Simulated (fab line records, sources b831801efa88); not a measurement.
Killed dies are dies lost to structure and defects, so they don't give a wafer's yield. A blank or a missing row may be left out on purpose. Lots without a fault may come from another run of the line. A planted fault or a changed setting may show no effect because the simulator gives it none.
A struck lot beside a sound one | flow sky130 | 21 steps out of a route of 708
Sound: wafers L141.4, L141.5, L141.6. Struck: wafers L149.2, L149.3, L149.6. The cause comes at the end.
At each step with rows: each side's tool, then ch and its chambers, then its first start. Under that, the readings that differ: sound wafers | struck wafers | difference of the means | sigmas: that difference in standard deviations of wafers without a fault.
alike: readings whose means differ by less than 2 such deviations, and words and numbers that are the same on both sides. not compared: withheld readings, readings that some wafer has no value for, bounds like >300 that may hide the same value, and numbers for which the record gives no deviation and whose values overlap.
The two part at a step that has a row with sigmas, a row that says differs or no value, or rows on one side only. Numbers that don't overlap but have no deviation are shown without sigmas and don't part them. A reading that every wafer of one side lacks parts them only if that side has two wafers or more.

SKY_POLY_GATE_THK_MEAS_21:
  sound on film_metro-02, day 18 18:10; struck on film_metro-01, day 21 14:19
  alike: POLY_GATE_OXIDATION_THK
SKY_POLY_GATE_CD_MEAS_22:
  sound on cd_sem-01, day 18 18:17; struck on cd_sem-02, day 21 14:24
  alike: cd_nm
then, 7 steps without rows for these wafers: SKY_LDD_N_DEHYDRATE_00 (time 60 s); SKY_LDD_N_HMDS_01 (prime time 60 s); SKY_LDD_N_COAT_02 (resist thk 300 nm); SKY_LDD_N_SOFTBAKE_03 (time 60 s); SKY_LDD_N_EXPOSE_04 (exposes mask NTM, target cd 840 nm); SKY_LDD_N_PEB_05; SKY_LDD_N_DEVELOP_06 (develop time 60 s).
SKY_LDD_N_OVL_MEAS_07:
  sound on overlay-01, day 19 23:44; struck on overlay-02, day 22 20:35
  reading        | sound          | struck      | difference | sigmas
  LDD_N_OVL (nm) | -2.0 -2.9 -3.4 | 0.8 0.6 0.6 | +3.4       | +2
then, 2 steps without rows for these wafers: SKY_LDD_N_IMPLANT_08; SKY_LDD_N_IMPLANT_09.
SKY_LDD_N_IMPLANT_10:
  sound on implanter-03 ch 0, day 20 00:08; struck on implanter-03 ch 0, day 22 20:56
  reading            | sound                         | struck                           | difference  | sigmas
  beam_on_s (s)      | 10.00 10.07 9.68              | 15.10 15.42 15.36                | +5.38       | +26
  dose_ions_cm2      | 7.498e+13 7.482e+13 7.502e+13 | 1.2577e+14 1.2587e+14 1.2585e+14 | +5.0890e+13 | +99 or more
  faraday_current_uA | 424 420 436                   | 469 460 461                      | +37         | +4
then, 5 steps without rows for these wafers: SKY_LDD_N_IMPLANT_11; SKY_LDD_N_IMPLANT_12; SKY_LDD_N_IMPLANT_13; SKY_LDD_N_IMPLANT_14; SKY_LDD_N_IMPLANT_15.
SKY_LDD_N_STRIP_16: strips in O2/N2.
  sound on plasma_asher-04 ch 0,1, day 20 00:59; struck on plasma_asher-04 ch 1, day 22 21:49
  reading                      | sound             | struck            | difference | sigmas
  strip_time_to_endpoint_s (s) | 4.312 4.298 4.290 | 4.408 4.434 4.423 | +0.122     | +9
  alike: drypump_motor_current_A, oes_product_au
  not compared: rf_hours_counter_h
SKY_LDD_N_TW_MEAS_17:
  sound on film_metro-02, day 20 01:05; struck on film_metro-03, day 22 22:09
  reading  | sound          | struck         | difference | sigmas
  LDD_N_TW | 2585 2583 2576 | 2666 2668 2663 | +84        | +6
  not compared: hold
-- the record jumps here: 26 days lie between the struck wafers' starts before and after (it left off in module LDD_N and takes up again in module PAD_OPEN, whose first step shown is number 708 of the route) --
SKY_PAD_OPEN_PROBE_99:
  sound on prober-01, day 47 05:20; struck on prober-01, day 49 01:31
  reading                                    | sound                | struck               | difference | sigmas
  model.etest.tip_n.rs_ohm_sq                | 443.5 446.6 444.4    | 400.1 402.9 400.3    | -43.7      |
  model.etest.nfet_01v8_swapped.vt_sat_v (V) | 0.6524 0.6593 0.6561 | 0.6312 0.6324 0.6477 | -0.0188    |
  alike: killed_at_M0_to_M3, killed_at_M4_up, killed_at_contacts, killed_at_front_end, killed_at_other, killed_dies, killed_open, killed_short

WHERE THEY PART
First at SKY_LDD_N_OVL_MEAS_07; last, within this record, at SKY_LDD_N_TW_MEAS_17. Later steps at which nothing parts them and some readings are alike: SKY_PAD_OPEN_PROBE_99.

WHY: what the simulator had put in
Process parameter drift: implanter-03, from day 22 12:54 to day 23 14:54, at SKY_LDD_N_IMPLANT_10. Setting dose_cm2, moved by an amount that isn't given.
